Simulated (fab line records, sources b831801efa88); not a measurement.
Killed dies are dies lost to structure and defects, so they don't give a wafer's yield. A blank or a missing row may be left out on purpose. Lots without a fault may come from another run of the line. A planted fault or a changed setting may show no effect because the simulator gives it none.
Chamber matching | flow sky130 | SKY_CONTACT_CVD_00 on pecvd-03: 3 sister chambers
The step deposits Si3N4, target thk 75 nm. 6 wafers are shown with their chamber, then 10 later ones without.

WAFERS WITH THEIR CHAMBER
wafer  | chamber | heater_power_w (W)
L080.4 | 1       | 708
L084.1 | 2       | 704
L084.3 | 1       | 643
L084.6 | 2       | 681
L086.2 | 0       | 915
L086.3 | 0       | 901

WAFERS WITHOUT THEIR CHAMBER
wafer  | heater_power_w (W)
L086.5 | 751
L091.1 | 844
L091.3 | 781
L091.6 | 839
L093.2 | 784
L093.4 | 612
L093.6 | 788
L095.1 | 927
L095.3 | 746
L095.5 | 804

WHICH CHAMBER EACH WENT THROUGH
wafer  | from the rows above          | in truth
L086.5 | can't be placed: 2 or 1      | 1
L091.1 | 0                            | 0
L091.3 | can't be placed: 2 or 1 or 0 | 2
L091.6 | 0                            | 0
L093.2 | can't be placed: 2 or 1 or 0 | 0
L093.4 | can't be placed: 1 or 2      | 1
L093.6 | can't be placed: 2 or 1 or 0 | 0
L095.1 | 0                            | 0
L095.3 | can't be placed: 2 or 1      | 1
L095.5 | can't be placed: 0 or 2 or 1 | 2
Placed correctly: 3 of 10. Can't be placed from these rows: 7 (the true chamber is among the candidates in 7). Placed wrongly: 0.
How it was worked out, from the rows above alone: a wafer's distance from a chamber is the root of the sum, over the readings, of the square of ((its reading less the chamber's mean) divided by the reading's scatter). The wafer belongs to the nearest chamber; if the next one is less than 2 further off, it can't be placed. A chamber's mean is the mean of its shown wafers. The scatter: the root of (the sum of the squares of (reading less its chamber's mean) over the shown wafers, divided by (wafers less chambers)).
